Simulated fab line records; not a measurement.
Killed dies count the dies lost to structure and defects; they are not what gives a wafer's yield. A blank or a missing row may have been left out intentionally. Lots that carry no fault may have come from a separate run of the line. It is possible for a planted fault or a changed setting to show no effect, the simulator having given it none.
Matching of chambers + flow sfq_line + SFQ_TRILAYER_I7_CMP_CMP_184 on cmp-02: 4 sister chambers
The step polishes SiO2. 14 wafers are shown with their chamber, then 7 later ones without.

## WAFERS PAIRED WITH THEIR CHAMBERS
| wafer  | chamber | motor_current_A (A) | platen_rpm (rpm) | time_to_endpoint_s (s) |
|--------|---------|---------------------|------------------|------------------------|
| L646.2 | 0       | 10.3                | 60.00            | 199                    |
| L646.5 | 0       | 9.9                 | 60.03            | 215                    |
| L646.6 | 3       | 10.8                | 59.99            | 217                    |
| L647.2 | 3       | 11.1                | 59.89            | 204                    |
| L647.5 | 1       | 9.8                 | 59.94            | 212                    |
| L647.6 | 2       | 11.2                | 59.98            | 217                    |
| L648.1 | 0       | 9.9                 | 59.98            | 214                    |
| L648.4 | 2       | 11.6                | 59.98            | 225                    |
| L648.5 | 0       | 9.7                 | 59.99            | 231                    |
| L650.1 | 1       | 10.4                | 59.98            | 215                    |
| L650.4 | 2       | 11.9                | 60.00            | 213                    |
| L650.6 | 0       | 9.9                 | 60.00            | 217                    |
| L661.3 | 2       | 11.8                | 59.95            | 200                    |
| L661.4 | 0       | 10.2                | 59.98            | 213                    |

SIGNATURES, as means of the wafers listed above
| reading            | chamber 0 | chamber 1 | chamber 2 | chamber 3 | scatter within a chamber |
|--------------------|-----------|-----------|-----------|-----------|--------------------------|
| motor_current_A    | 9.983     | 10.100    | 11.625    | 10.950    | 0.276                    |
| platen_rpm         | 59.9967   | 59.9600   | 59.9775   | 59.9400   | 0.0297                   |
| time_to_endpoint_s | 214.83    | 213.50    | 213.75    | 210.50    | 9.68                     |
Rule: for a wafer and a chamber, the distance is found by dividing, reading by reading, the gap between the wafer's reading and the chamber's mean by the reading's scatter, squaring, summing and taking the root. If the next closest chamber is less than 2 further off than the closest, the wafer can't be placed; otherwise it belongs to the closest. How the scatter is found: for the shown wafers, subtract from each reading the mean of its chamber, square and add these, divide the total by (wafers less chambers), then take the root.

## WAFERS MISSING THEIR CHAMBER
| wafer  | motor_current_A (A) | platen_rpm (rpm) | time_to_endpoint_s (s) |
|--------|---------------------|------------------|------------------------|
| L661.6 | 10.8                | 60.07            | 213                    |
| L667.4 | 9.9                 | 60.04            | 223                    |
| L667.3 | 11.9                | 60.01            | 213                    |
| L667.5 | 11.0                | 60.03            | 218                    |
| L668.2 | 10.3                | 60.00            | 221                    |
| L668.1 | 10.8                | 60.05            | 215                    |
| L668.6 | 10.4                | 60.07            | 218                    |

## THE CHAMBER EACH PASSED THROUGH
| wafer  | from the rows above               | in truth |
|--------|-----------------------------------|----------|
| L661.6 | can't be placed: 0 or 2 or 3 or 1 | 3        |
| L667.4 | can't be placed: 0 or 1           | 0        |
| L667.3 | 2                                 | 2        |
| L667.5 | can't be placed: 2 or 3 or 0 or 1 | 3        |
| L668.2 | can't be placed: 0 or 1 or 3      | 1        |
| L668.1 | can't be placed: 0 or 3 or 2 or 1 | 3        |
| L668.6 | can't be placed: 0 or 1 or 3      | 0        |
Correctly placed: 1 of 7. Unplaceable from these rows: 6, with the true chamber sitting among the candidates in 6. Wrongly placed: 0.
